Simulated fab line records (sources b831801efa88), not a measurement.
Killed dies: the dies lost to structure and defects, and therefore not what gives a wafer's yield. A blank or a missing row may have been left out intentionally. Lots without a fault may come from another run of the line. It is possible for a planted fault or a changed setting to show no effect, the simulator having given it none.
fab line records	flow sky130
record: lots: 6	wafers: 18	last-day: 50
route steps=708 shown VIA1@470 PAD_OPEN@708
lots that met no fault: from a run of the same line without faults
start-h: hours from the record's first day to the start of the lot's first wafer shown	wait-h: hours elapsed since this lot's preceding step	" identical to the entry in the row above	L1.1+2: one row covering several wafers at once	- no value, or no start was given	* or withheld: withheld	< > ~ a bound
route shown NAME@n: names a module that has steps shown in the file, with the first one's number in the route	usual: mean and standard deviation over wafers with no fault	same: alike in all rows	chamber/n: place in a boat	sites: each site's reading	_std_site: how widely they spread, as a standard deviation	_edge_site: outer sites' mean less inner sites'	radius-mm: how far each site lies from the wafer's centre	mask NAME#n: copy n	behind: the last tool/chamber to shape the wafer	hold: why the lot went on hold/how many hours it stayed there/how the hold came to an end	device: whichever transistor did not switch (one of n, p or np)	end of line: the tests these same wafers got at the end of their route	for a step that has no rows: nothing shown but its recipe	killed: count of dies lost to structure and defects at first sort (not the wafer's yield)	map: per-die view of a wafer (x killed, . not killed, _ where there is no die)
set.NAME: the setting that was run; set.NAME@STEP: the one run at that earlier step	model.NAME: the simulator's own value behind a step, which no gauge read
lots at some steps of the route; a table a step, a row a wafer
services: from which hour (start-h, from the record's first day; less than 0 if before it) a tool's chamber was out of use, for how many hours, and why
== steps ==
step: SKY_VIA1_CD_MEAS_12
recipe: target-cd-nm: 150
usual: cd-nm: 149.6/1.5
lot.wafer	tool	chamber	start-h	wait-h	cd-nm
L669.1	cd-sem-02	-	848.80	-	149.1
L669.2	"	-	"	"	147.8
L669.6	"	-	"	"	149.8
L671.1	cd-sem-01	-	855.34	-	148.6
L671.4	"	-	"	"	148.5
L671.6	"	-	"	"	147.5
L682.1	cd-sem-02	-	927.69	-	147.1
L682.2	"	-	"	"	148.1
L682.3	"	-	"	"	149.9
L684.3	cd-sem-02	-	940.89	-	147.0
L684.4	"	-	"	"	148.7
L684.5	"	-	"	"	145.3
L683.1	cd-sem-01	-	941.78	-	148.5
L683.2	"	-	"	"	148.2
L683.4	"	-	"	"	148.9
L686.3	cd-sem-02	-	960.54	-	149.9
L686.4	"	-	"	"	149.0
L686.6	"	-	"	"	149.0
step: SKY_VIA1_OVL_MEAS_13
usual: VIA1_OVL: 1/5.5
lot.wafer	tool	chamber	start-h	wait-h	VIA1_OVL[nm]
L669.1	overlay-01	-	848.92	0.1	8
L669.2	"	-	"	"	8
L669.6	"	-	"	"	3
L671.1	overlay-01	-	855.46	0.1	-8
L671.4	"	-	"	"	-1
L671.6	"	-	"	"	-4
L682.1	overlay-02	-	927.81	0.1	-5
L682.2	"	-	"	"	-10
L682.3	"	-	"	"	-5
L684.3	overlay-01	-	940.98	0.1	3
L684.4	"	-	"	"	0
L684.5	"	-	"	"	-7
L683.1	overlay-01	-	941.90	0.1	1
L683.2	"	-	"	"	8
L683.4	"	-	"	"	4
L686.3	overlay-02	-	960.63	0.1	7
L686.4	"	-	"	"	3
L686.6	"	-	"	"	5
step: SKY_VIA1_ETCH_14
recipe: chemistry: N2/H2	target: BARC	ion-energy-ev: 200	source-w: 500	bias-w: 100	pressure-mtorr: 30	n2-flow-sccm: 100	h2-flow-sccm: 200	stop-on: SiO2	time-s: 45.9	target-depth-a: 600
usual: chamber-pressure-mTorr: 29.999/0.028	drypump-motor-current-A: 5.8/0.43	oes-product-au: 0.854/0.0052	throttle-valve-pct: 13.225/0.0088
lot.wafer	tool	chamber	start-h	wait-h	chamber-pressure-mTorr	drypump-motor-current-A	oes-product-au	rf-hours-counter-h	throttle-valve-pct
L669.1	rie-diel-01	3	848.95	0.0	30.026	5.5	0.850	11	13.213
L669.2	"	2	"	"	30.002	5.6	0.860	17	13.199
L669.6	"	2	"	"	30.027	5.6	0.852	-	13.221
L671.1	rie-diel-01	2	855.49	0.0	29.985	5.6	0.847	17	13.226
L671.4	"	3	"	"	29.999	5.5	0.860	11	13.225
L671.6	"	1	"	"	30.006	5.0	0.863	-	13.226
L682.1	rie-diel-01	3	927.84	0.0	29.971	5.5	0.859	14	13.220
L682.2	"	0	"	"	29.988	5.6	0.856	15	13.226
L682.3	"	2	"	"	29.989	5.6	0.847	19	13.238
L684.3	rie-diel-01	3	941.00	0.0	30.019	5.5	0.858	14	13.217
L684.4	"	0	"	"	30.000	5.6	0.849	16	13.238
L684.5	"	3	"	"	29.972	5.5	0.858	-	13.224
L683.1	rie-diel-02	1	941.93	0.0	29.998	6.5	0.857	14	13.225
L683.2	"	3	"	"	30.030	6.1	0.850	19	13.235
L683.4	"	0	"	"	30.067	5.6	0.856	7	13.212
L686.3	rie-diel-02	0	960.65	0.0	30.006	5.7	0.850	7	13.236
L686.4	"	0	"	"	30.011	5.6	0.858	-	13.229
L686.6	"	3	"	"	29.998	6.2	0.856	-	13.227
step: SKY_VIA1_ETCH_15
recipe: target: SiO2	chemistry: C4F8/O2/Ar	target-depth-nm: 351	stop-on: TiN	mask-material: KrF-thick	source-w: 1500	bias-w: 1200	pressure-mtorr: 40	c4f8-flow-sccm: withheld	O2_flow_sccm: 6	Ar_flow_sccm: 300	time-s: 54
usual: chamber-pressure-mTorr: 40.00/0.056	oes-product-au: 0.982/0.0061
lot.wafer	tool	chamber	start-h	wait-h	chamber-pressure-mTorr	oes-product-au	rf-hours-counter-h
L669.1	rie-diel-01	3	849.00	0.0	39.99	0.981	11
L669.2	"	2	"	"	40.03	0.974	17
L669.6	"	2	"	"	40.04	0.979	-
L671.1	rie-diel-01	2	855.54	0.0	39.94	0.985	17
L671.4	"	3	"	"	39.98	0.985	11
L671.6	"	1	"	"	39.99	0.984	-
L682.1	rie-diel-01	3	927.89	0.0	40.03	0.968	14
L682.2	"	0	"	"	39.95	0.980	15
L682.3	"	2	"	"	39.99	0.984	19
L684.3	rie-diel-01	3	941.05	0.0	39.91	0.983	14
L684.4	"	0	"	"	39.99	0.983	16
L684.5	"	3	"	"	39.97	0.981	-
L683.1	rie-diel-02	1	941.98	0.0	40.01	0.977	14
L683.2	"	3	"	"	39.93	0.984	19
L683.4	"	0	"	"	39.99	0.989	7
L686.3	rie-diel-02	0	960.70	0.0	39.98	0.984	7
L686.4	"	0	"	"	39.98	0.978	-
L686.6	"	3	"	"	39.98	0.984	-
step: SKY_VIA1_STRIP_16
recipe: chemistry: O2/N2	power-w: 1400	pressure-mtorr: 1500	platen-temp-c: withheld	o2-flow-sccm: 3000	n2-flow-sccm: 300	overash-fraction: 0.5
usual: chamber-pressure-mTorr: 1500.1/1.4	drypump-motor-current-A: 5.5/0.35	oes-product-au: 0.416/0.0042	strip-time-to-endpoint-s: 4.465/0.023
same: overash-fraction: 0.5
lot.wafer	tool	chamber	start-h	wait-h	chamber-pressure-mTorr	drypump-motor-current-A	oes-product-au	rf-hours-counter-h	strip-time-to-endpoint-s
L669.1	plasma-asher-04	1	849.04	0.0	1500.3	5.6	0.423	11	4.516
L669.2	"	0	"	"	1497.4	5.4	0.418	11	4.456
L669.6	"	0	"	"	1501.8	5.4	0.413	-	4.473
L671.1	plasma-asher-03	1	855.58	0.0	1502.0	5.7	0.413	69	4.455
L671.4	"	0	"	"	1502.3	6.0	0.418	-	4.445
L671.6	"	1	"	"	1500.3	5.7	0.409	-	4.468
L682.1	plasma-asher-03	1	927.93	0.0	1500.3	5.7	0.414	77	4.503
L682.2	"	0	"	"	1497.3	6.0	0.422	77	4.502
L682.3	"	1	"	"	1498.7	5.7	0.411	-	4.485
L684.3	plasma-asher-02	1	941.13	0.1	1498.6	5.7	0.421	-	4.459
L684.4	"	0	"	"	1497.6	4.9	0.414	-	4.432
L684.5	"	1	"	"	1500.4	5.7	0.415	-	4.454
L683.1	plasma-asher-04	0	942.02	0.0	1502.1	5.4	0.405	20	4.466
L683.2	"	1	"	"	1500.2	5.6	0.410	20	4.488
L683.4	"	1	"	"	1500.2	5.6	0.414	-	4.461
L686.3	plasma-asher-03	0	960.78	0.1	1497.8	6.0	0.417	-	4.470
L686.4	"	1	"	"	1502.7	5.7	0.415	-	4.436
L686.6	"	1	"	"	1499.7	5.7	0.420	-	4.447
step: SKY_VIA1_STRIP_17
recipe: chemistry: post-etch-residue-remover	time-s: 1200	temp-c: 72.5
step: SKY_VIA1_CLEAN_18
recipe: chemistry: IPA	time-s: 180	temp-c: 25
step: SKY_VIA1_CLEAN_19
recipe: chemistry: O3/DIW	dry: n2-spin
step: SKY_VIA1_SPUTTER_20
recipe: material: TiN	target-thk-nm: 20	chamber-pressure-pa: 5	power-w: 4000	time-s: 80
usual: chamber-pressure-pa: 4.998/0.01	throttle-valve-pct: 29.8/0.74
lot.wafer	tool	chamber	start-h	wait-h	chamber-pressure-pa	throttle-valve-pct
L669.1	pvd-sputter-02	-	849.65	0.0	5.018	29.3
L669.2	"	-	"	"	4.966	29.4
L669.6	"	-	"	"	4.989	30.1
L671.1	pvd-sputter-02	-	856.21	0.0	5.004	29.4
L671.4	"	-	"	"	4.998	30.4
L671.6	"	-	"	"	4.998	30.4
L682.1	pvd-sputter-02	-	928.54	0.0	5.004	30.6
L682.2	"	-	"	"	4.993	29.5
L682.3	"	-	"	"	5.005	29.4
L684.3	pvd-sputter-03	-	941.69	0.0	5.009	28.7
L684.4	"	-	"	"	4.999	30.6
L684.5	"	-	"	"	4.979	28.2
L683.1	pvd-sputter-04	-	942.61	0.0	5.009	29.3
L683.2	"	-	"	"	4.985	30.0
L683.4	"	-	"	"	4.986	30.1
L686.3	pvd-sputter-04	-	961.34	0.0	4.992	29.3
L686.4	"	-	"	"	4.992	30.2
L686.6	"	-	"	"	5.006	30.9
step: SKY_VIA1_CVD_21
recipe: material: W	target-thk-nm: 270	time-s: 80.902	temp-c: 400	pressure-torr: 40
usual: heater-power-w: 911/90	susceptor-temp-C: 399.99/0.24
lot.wafer	tool	chamber	start-h	wait-h	heater-power-w	susceptor-temp-C
L669.1	cvd-w-02	0	849.72	0.0	1031	399.98
L669.2	"	1	"	"	887	399.70
L669.6	"	1	"	"	864	399.72
L671.1	cvd-w-01	1	856.28	0.0	847	399.90
L671.4	"	1	"	"	858	400.07
L671.6	"	1	"	"	870	400.06
L682.1	cvd-w-02	1	928.60	0.0	875	400.40
L682.2	"	0	"	"	1056	399.76
L682.3	"	0	"	"	1024	400.17
L684.3	cvd-w-02	1	941.78	0.1	864	400.27
L684.4	"	0	"	"	1043	400.05
L684.5	"	1	"	"	868	399.79
L683.1	cvd-w-02	0	942.67	0.0	1064	400.09
L683.2	"	1	"	"	870	399.83
L683.4	"	0	"	"	1036	400.30
L686.3	cvd-w-01	1	961.43	0.1	856	400.14
L686.4	"	0	"	"	789	399.67
L686.6	"	0	"	"	788	399.72
step: SKY_VIA1_RS_MEAS_22
recipe: thk-meas-gauge: four-point-probe	reads: W_of_VIA1_CVD_21+TiN_of_VIA1_SPUTTER_20
usual: VIA1_W_RS: 0.426/0.0047
lot.wafer	tool	chamber	start-h	wait-h	VIA1_W_RS[ohm/sq]
L669.1	film-metro-03	-	849.90	0.1	0.418
L669.2	"	-	"	"	0.427
L669.6	"	-	"	"	0.421
L671.1	film-metro-01	-	856.37	0.1	0.424
L671.4	"	-	"	"	0.425
L671.6	"	-	"	"	0.428
L682.1	film-metro-04	-	928.70	0.1	0.426
L682.2	"	-	"	"	0.419
L682.3	"	-	"	"	0.418
L684.3	film-metro-03	-	941.88	0.1	0.428
L684.4	"	-	"	"	0.420
L684.5	"	-	"	"	0.433
L683.1	film-metro-01	-	942.77	0.1	0.423
L683.2	"	-	"	"	0.429
L683.4	"	-	"	"	0.422
L686.3	film-metro-03	-	961.53	0.1	0.431
L686.4	"	-	"	"	0.419
L686.6	"	-	"	"	0.424
step: SKY_VIA1_THK_MEAS_23
recipe: thk-meas-gauge: xrf	reads: W_of_VIA1_CVD_21
usual: VIA1_W_THK: 271/3.7
lot.wafer	tool	chamber	start-h	wait-h	VIA1_W_THK[nm]
L669.1	film-metro-03	-	850.02	0.1	280
L669.2	"	-	"	"	273
L669.6	"	-	"	"	277
L671.1	film-metro-01	-	856.49	0.1	270
L671.4	"	-	"	"	268
L671.6	"	-	"	"	266
L682.1	film-metro-04	-	928.82	0.1	271
L682.2	"	-	"	"	275
L682.3	"	-	"	"	276
L684.3	film-metro-03	-	941.98	0.1	271
L684.4	"	-	"	"	275
L684.5	"	-	"	"	268
L683.1	film-metro-01	-	942.89	0.1	274
L683.2	"	-	"	"	269
L683.4	"	-	"	"	274
L686.3	film-metro-03	-	961.63	0.1	272
L686.4	"	-	"	"	277
L686.6	"	-	"	"	274
step: SKY_VIA1_CMP_24
recipe: stop-on: SiO2	t-overpolish-s: 15	down-force-psi: 3.5	platen-rpm: 60	target-thk-nm: 0	pad-velocity-m-s: 0.94248
usual: motor-current-A: 11.1/1.3	overpolish-run-s: 15.000/0.0094	retaining-ring-pressure-frac: 1.000/0.0046	time-to-endpoint-s: 68/3.9
lot.wafer	tool	chamber	start-h	wait-h	motor-current-A	overpolish-run-s	retaining-ring-pressure-frac	time-to-endpoint-s
L669.2	cmp-01	3	850.08	0.0	10.3	14.998	0.999	63
L669.1	"	0	"	"	12.7	15.002	0.998	65
L669.6	"	0	"	"	13.1	14.992	0.995	66
L671.4	cmp-02	0	856.55	0.0	10.9	15.006	1.003	72
L671.1	"	2	"	"	12.4	14.983	0.999	71
L671.6	"	1	"	"	10.0	14.991	0.992	68
L682.2	cmp-01	3	928.93	0.1	10.5	14.992	1.002	66
L682.3	"	0	"	"	12.3	15.013	1.000	69
L682.1	"	1	"	"	12.5	14.989	0.993	71
L684.3	cmp-02	1	942.02	0.0	10.6	0.046	0.997	104
L684.4	"	0	"	"	12.1	0.040	0.996	105
L684.5	"	1	"	"	10.6	0.029	0.997	103
L683.4	cmp-02	0	942.95	0.0	11.2	0.029	0.999	105
L683.1	"	1	"	"	10.4	0.035	1.005	105
L683.2	"	3	"	"	8.3	0.037	1.000	104
L686.3	cmp-01	0	961.67	0.0	12.9	14.994	0.998	63
L686.4	"	1	"	"	12.6	15.009	0.998	71
L686.6	"	0	"	"	13.1	14.997	0.994	65
step: SKY_PAD_OPEN_PROBE_99
usual: defect-limited-yield: 82.9/2	killed_at_M0_to_M3: 42/7.4	killed_at_M4_up: 3.3/2.1	killed-at-contacts: 24/5.3	killed-at-front-end: 15/4.5	killed-at-other: 0.3/0.57	killed-dies: 84/10	killed-on-rim: 17/3.8	killed-open: 46/7.5	killed-short: 38/6.4	sort_bin_3_pad_short: 0.9/0.44	sort_bin_5_function: 10.2/1.5	sort_bin_6_memory: 6.0/1.1	sort-n-pass: 408/10	sort-yield-pct: 82.9/2
same: gross-dies: 492	killed-at-back-side: 0	sort_bin_4_leakage[%]: 0	sort_bin_8_speed[%]: 0
lot.wafer	tool	chamber	start-h	wait-h	defect-limited-yield[%]	killed_at_M0_to_M3	killed_at_M4_up	killed-at-contacts	killed-at-front-end	killed-at-other	killed-dies	killed-on-rim	killed-open	killed-short	sort_bin_3_pad_short[%]	sort_bin_5_function[%]	sort_bin_6_memory[%]	sort-n-pass	sort-yield-pct[%]
L669.1	prober-01	-	1118.94	0.1	84.8	41	6	20	6	2	75	10	41	34	0.8	10.6	3.9	417	84.8
L669.2	prober-01	-	1118.99	0.1	79.3	51	5	26	20	0	102	21	51	51	1.4	13.2	6.1	390	79.3
L669.6	prober-01	-	1119.19	0.2	82.5	44	8	21	12	1	86	14	41	45	2.0	11.0	4.5	406	82.5
L671.1	prober-01	-	1123.65	0.1	82.9	45	6	18	15	0	84	19	50	34	1.6	9.6	5.9	408	82.9
L671.4	prober-01	-	1123.80	0.2	83.1	38	4	23	18	0	83	14	51	32	0.8	11.4	4.7	409	83.1
L671.6	prober-01	-	1123.90	0.2	82.5	38	3	29	16	0	86	15	40	46	0.4	11.0	6.1	406	82.5
L682.1	prober-01	-	1174.56	0.1	83.1	32	2	29	19	1	83	15	45	38	1.0	10.2	5.7	409	83.1
L682.2	prober-01	-	1174.61	0.1	84.1	42	3	23	9	1	78	19	44	34	0.8	11.2	3.9	414	84.1
L682.3	prober-01	-	1174.66	0.2	86.8	39	2	13	11	0	65	7	33	32	0.4	7.9	4.9	427	86.8
L684.3	prober-01	-	1183.88	0.2	0	460	4	17	11	0	492	96	44	29	86.0	8.5	5.5	0	0
L684.4	prober-01	-	1183.93	0.2	0	451	2	28	11	0	492	96	53	33	83.1	10.0	6.9	0	0
L684.5	prober-01	-	1183.98	0.2	0	450	2	28	11	1	492	96	46	31	85.4	9.8	4.9	0	0
L683.1	prober-01	-	1185.66	0.1	0	454	9	18	11	0	492	96	43	35	85.2	10.6	4.3	0	0
L683.2	prober-01	-	1185.71	0.1	0	448	4	22	17	1	492	96	45	41	83.1	10.8	6.1	0	0
L683.4	prober-01	-	1185.81	0.2	0	453	1	20	17	1	492	96	37	47	83.7	10.8	5.5	0	0
L686.3	prober-01	-	1196.18	0.2	86.0	40	1	24	4	0	69	7	47	22	0.8	8.9	4.3	423	86.0
L686.4	prober-01	-	1196.23	0.2	86.6	35	2	18	11	0	66	14	36	30	0.4	7.5	5.5	426	86.6
L686.6	prober-01	-	1196.33	0.2	83.9	38	5	21	15	0	79	15	37	42	1.2	11.0	3.9	413	83.9
killed by level:class
L669.1 LI_CONTACT:geometric-particle:open=8 VIA2:geometric-particle:open=8 VIA1:geometric-particle:open=8 CONTACT:geometric-particle:open=6 VIA2:geometric-particle:short=6 LOCAL_INTERCONNECT:geometric-particle:short=4 VIA3:geometric-particle:short=3 METAL1:geometric-particle:short=3
L669.2 CONTACT:geometric-particle:open=11 VIA1:geometric-particle:open=10 METAL1:geometric-particle:short=9 VIA2:geometric-particle:open=8 VIA3:geometric-particle:open=7 FIELD_ISO:geometric-particle:short=6 LI_CONTACT:geometric-particle:short=6 VIA1:geometric-particle:short=6
L669.6 CONTACT:geometric-particle:open=9 METAL1:geometric-particle:short=8 VIA1:geometric-particle:open=8 VIA3:geometric-particle:open=7 VIA1:geometric-particle:short=7 METAL4:geometric-particle:short=6 LI_CONTACT:geometric-particle:open=5 FIELD_ISO:geometric-particle:short=4
L671.1 VIA1:geometric-particle:open=11 CONTACT:geometric-particle:open=10 VIA2:geometric-particle:open=8 VIA2:geometric-particle:short=7 VIA3:geometric-particle:open=5 FIELD_ISO:geometric-particle:open=3 SONOS_ONO:geometric-particle:open=3 POLY_GATE:geometric-particle:short=3
L671.4 CONTACT:geometric-particle:open=9 VIA3:geometric-particle:open=8 VIA1:geometric-particle:open=6 POLY_GATE:geometric-particle:open=6 VIA2:geometric-particle:open=6 FIELD_ISO:geometric-particle:open=5 LOCAL_INTERCONNECT:geometric-particle:short=5 CONTACT:geometric-particle:short=5
L671.6 CONTACT:geometric-particle:open=12 VIA1:geometric-particle:open=7 LOCAL_INTERCONNECT:geometric-particle:short=6 VIA2:geometric-particle:open=6 FIELD_ISO:geometric-particle:short=5 POLY_GATE:geometric-particle:short=5 LI_CONTACT:geometric-particle:short=5 VIA1:geometric-particle:short=5
L682.1 CONTACT:geometric-particle:open=15 VIA1:geometric-particle:open=12 FIELD_ISO:geometric-particle:open=6 FIELD_ISO:geometric-particle:short=6 LI_CONTACT:geometric-particle:short=5 CONTACT:geometric-particle:short=5 POLY_GATE:geometric-particle:short=4 VIA2:geometric-particle:open=4
L682.2 VIA1:geometric-particle:open=11 VIA2:geometric-particle:open=8 CONTACT:geometric-particle:open=7 LI_CONTACT:geometric-particle:open=6 METAL2:geometric-particle:short=5 VIA3:geometric-particle:open=5 CONTACT:geometric-particle:short=4 METAL1:geometric-particle:short=4
L682.3 VIA1:geometric-particle:short=10 VIA1:geometric-particle:open=7 CONTACT:geometric-particle:open=6 FIELD_ISO:geometric-particle:short=5 VIA3:geometric-particle:open=5 VIA2:geometric-particle:open=4 METAL3:geometric-particle:short=3 FIELD_ISO:geometric-particle:open=2
L684.3 VIA1:area-cmp=419 VIA3:geometric-particle:open=9 VIA1:geometric-particle:open=8 FIELD_ISO:geometric-particle:open=6 LI_CONTACT:geometric-particle:open=5 CONTACT:geometric-particle:open=5 METAL1:geometric-particle:short=5 VIA2:geometric-particle:open=5
L684.4 VIA1:area-cmp=406 CONTACT:geometric-particle:open=11 VIA1:geometric-particle:open=9 LI_CONTACT:geometric-particle:open=7 VIA2:geometric-particle:open=7 VIA3:geometric-particle:open=7 FIELD_ISO:geometric-particle:open=6 VIA1:geometric-particle:short=5
L684.5 VIA1:area-cmp=415 VIA2:geometric-particle:open=10 CONTACT:geometric-particle:open=9 LI_CONTACT:geometric-particle:open=7 VIA3:geometric-particle:open=7 CONTACT:geometric-particle:short=6 VIA1:geometric-particle:open=5 LOCAL_INTERCONNECT:geometric-particle:short=4
L683.1 VIA1:area-cmp=414 CONTACT:geometric-particle:open=9 VIA3:geometric-particle:open=6 METAL2:geometric-particle:short=6 METAL4:geometric-particle:short=6 VIA2:geometric-particle:short=5 LI_CONTACT:geometric-particle:open=5 VIA1:geometric-particle:open=5
L683.2 VIA1:area-cmp=405 VIA1:geometric-particle:open=11 VIA2:geometric-particle:open=9 CONTACT:geometric-particle:open=6 METAL1:geometric-particle:short=6 LI_CONTACT:geometric-particle:short=5 FIELD_ISO:geometric-particle:open=4 POLY_GATE:geometric-particle:short=4
L683.4 VIA1:area-cmp=408 VIA1:geometric-particle:open=9 CONTACT:geometric-particle:open=8 METAL1:geometric-particle:short=7 FIELD_ISO:geometric-particle:short=5 LOCAL_INTERCONNECT:geometric-particle:short=5 METAL2:geometric-particle:short=5 VIA2:geometric-particle:short=5
L686.3 VIA1:geometric-particle:open=13 LI_CONTACT:geometric-particle:open=9 CONTACT:geometric-particle:open=6 VIA2:geometric-particle:open=6 VIA3:geometric-particle:open=6 METAL2:geometric-particle:short=5 CONTACT:geometric-particle:short=3 METAL1:geometric-particle:short=3
L686.4 VIA1:geometric-particle:open=11 METAL2:geometric-particle:short=6 FIELD_ISO:geometric-particle:short=4 LI_CONTACT:geometric-particle:open=4 CONTACT:geometric-particle:open=4 METAL1:geometric-particle:short=4 VIA2:geometric-particle:open=4 VIA3:geometric-particle:open=4
L686.6 VIA1:geometric-particle:open=11 METAL1:geometric-particle:short=8 CONTACT:geometric-particle:open=6 LOCAL_INTERCONNECT:geometric-particle:short=6 CONTACT:geometric-particle:short=6 POLY_GATE:geometric-particle:short=5 METAL2:geometric-particle:short=5 VIA3:geometric-particle:open=5
map L683.1 (x killed, . not)
__________xxxxxxxxxx_________
________xxxxxxxxxxxxxx_______
______xxxxxxxxxxxxxxxxxx_____
_____xxxxxxxxxxxxxxxxxxxx____
____xxxxxxxxxxxxxxxxxxxxxx___
___xxxxxxxxxxxxxxxxxxxxxxxx__
__xxxxxxxxxxxxxxxxxxxxxxxxxx_
_xxxxxxxxxxxxxxxxxxxxxxxxxxxx
_xxxxxxxxxxxxxxxxxxxxxxxxxxxx
_xxxxxxxxxxxxxxxxxxxxxxxxxxxx
_xxxxxxxxxxxxxxxxxxxxxxxxxxxx
_xxxxxxxxxxxxxxxxxxxxxxxxxxxx
_xxxxxxxxxxxxxxxxxxxxxxxxxxxx
_xxxxxxxxxxxxxxxxxxxxxxxxxxxx
_xxxxxxxxxxxxxxxxxxxxxxxxxxxx
__xxxxxxxxxxxxxxxxxxxxxxxxxx_
___xxxxxxxxxxxxxxxxxxxxxxxx__
____xxxxxxxxxxxxxxxxxxxxxx___
_____xxxxxxxxxxxxxxxxxxxx____
______xxxxxxxxxxxxxxxxxx_____
________xxxxxxxxxxxxxx_______
__________xxxxxxxxxx_________
map L684.3 (x killed, . not)
__________xxxxxxxxxx_________
________xxxxxxxxxxxxxx_______
______xxxxxxxxxxxxxxxxxx_____
_____xxxxxxxxxxxxxxxxxxxx____
____xxxxxxxxxxxxxxxxxxxxxx___
___xxxxxxxxxxxxxxxxxxxxxxxx__
__xxxxxxxxxxxxxxxxxxxxxxxxxx_
_xxxxxxxxxxxxxxxxxxxxxxxxxxxx
_xxxxxxxxxxxxxxxxxxxxxxxxxxxx
_xxxxxxxxxxxxxxxxxxxxxxxxxxxx
_xxxxxxxxxxxxxxxxxxxxxxxxxxxx
_xxxxxxxxxxxxxxxxxxxxxxxxxxxx
_xxxxxxxxxxxxxxxxxxxxxxxxxxxx
_xxxxxxxxxxxxxxxxxxxxxxxxxxxx
_xxxxxxxxxxxxxxxxxxxxxxxxxxxx
__xxxxxxxxxxxxxxxxxxxxxxxxxx_
___xxxxxxxxxxxxxxxxxxxxxxxx__
____xxxxxxxxxxxxxxxxxxxxxx___
_____xxxxxxxxxxxxxxxxxxxx____
______xxxxxxxxxxxxxxxxxx_____
________xxxxxxxxxxxxxx_______
__________xxxxxxxxxx_________
== services ==
tool	chamber	start-h	hours	kind
rie-diel-02	2	832.73	5.6	repair
rie-diel-02	0	843.86	6.9	repair
rie-diel-02	3	857.60	2.5	repair
pvd-sputter-04	-	858.45	7.5	repair
cmp-01	-	858.53	0.3	repair
cmp-02	-	862.50	1.3	repair
rie-diel-01	3	868.54	1.3	repair
cmp-01	-	884.17	4.1	pm
cmp-01	-	889.37	1.1	repair
pvd-sputter-03	-	891.56	6.3	repair
cmp-02	-	896.35	2.2	repair
rie-diel-01	-	901.37	0.5	repair
rie-diel-01	0	901.42	11.7	repair
cvd-w-01	-	904.00	14.0	pm
pvd-sputter-04	-	911.62	2.0	repair
cmp-02	-	912.54	0.9	repair
cvd-w-01	-	913.34	0.5	repair
cmp-01	-	916.76	4.0	pm
cvd-w-01	-	938.59	1.1	repair
pvd-sputter-02	-	938.69	2.4	repair
rie-diel-01	0	945.56	3.9	repair
pvd-sputter-02	-	946.04	2.1	repair
rie-diel-02	-	951.05	2.8	pm
rie-diel-02	1	959.72	6.5	repair
== key ==
first-sign: step: SKY_VIA1_CMP_24	reading: overpolish-run-s	direction: down	sigmas: 99+	usual: 15.000	struck: 0.036
effect: step: SKY_VIA1_CMP_24	reading: time-to-endpoint-s	direction: up	sigmas: 9.3	usual: *	struck: *
effect: step: SKY_PAD_OPEN_PROBE_99	reading: sort_bin_3_pad_short	direction: up	sigmas: 99+	usual: 0.9	struck: 84.4
more-kills-born-at: SKY_VIA1_CMP_24@cmp-02: 2467
met-at SKY_VIA1_CMP_24
struck-wafers L683.1,L683.2,L683.4,L684.3,L684.4,L684.5
later-rows-left-out L683.1,L683.2,L683.4,L684.3,L684.4,L684.5
onset-between 856.55 942.02
fault: kind: process-parameter-drift	tool: cmp-02	chamber: -	onset-h: 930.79	steps: SKY_VIA1_CMP_24	channel: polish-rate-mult	offset: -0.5	shape: step	end-h: 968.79
later-rows-left-out: the simulator's readings of these wafers behind a module that went badly wrong aren't trusted and aren't shown, but for the sort
